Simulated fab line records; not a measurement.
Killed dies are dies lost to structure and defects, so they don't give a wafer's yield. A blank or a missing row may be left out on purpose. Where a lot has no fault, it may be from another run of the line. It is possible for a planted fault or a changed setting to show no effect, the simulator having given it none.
Chamber matching	flow sky130	SKY_LI_CONTACT_CMP_02 on cmp-01 has 4 sister chambers
The step polishes PSG. 4 wafers are shown with their chamber, then 12 later ones without.

== WAFERS PAIRED WITH THEIR CHAMBERS ==
wafer	chamber	motor-current-A (A)
L086.3	3	14.4
L088.1	2	13.4
L088.3	1	13.2
L088.4	0	12.4

== WAFERS MISSING THEIR CHAMBER ==
wafer	motor-current-A (A)
L092.1	12.5
L092.3	12.9
L092.5	12.9
L093.1	13.2
L093.3	14.8
L093.5	12.6
L096.3	13.3
L096.4	14.0
L096.5	12.7
L097.1	12.0
L097.4	12.9
L097.5	14.5

== WHICH CHAMBER EACH WENT THROUGH ==
wafer	from the rows above	in truth
L092.1	0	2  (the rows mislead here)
L092.3	can't be placed: 1 or 0 or 2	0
L092.5	can't be placed: 1 or 0 or 2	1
L093.1	can't be placed: 1 or 2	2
L093.3	3	3
L093.5	can't be placed: 0 or 1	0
L096.3	can't be placed: 2 or 1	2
L096.4	can't be placed: 3 or 2 or 1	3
L096.5	can't be placed: 0 or 1 or 2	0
L097.1	0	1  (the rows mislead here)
L097.4	can't be placed: 1 or 0 or 2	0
L097.5	3	3
Placed correctly: 2 of 12. Cannot be placed on the basis of these rows: 8; the candidates contain the true chamber in 8. Number placed wrongly: 2.
How it was worked out, from the rows above alone: a wafer's distance from a chamber is the root of the sum, over the readings, of the square of ((its reading less the chamber's mean) divided by the reading's scatter). If the next closest chamber is less than 2 further off than the closest, the wafer can't be placed; otherwise it belongs to the closest. Each chamber's mean is taken over the wafers shown for it. The scatter (one wafer shown for each chamber): square how far every hidden wafer sits from the nearest shown wafer, average those squares and take the square root.
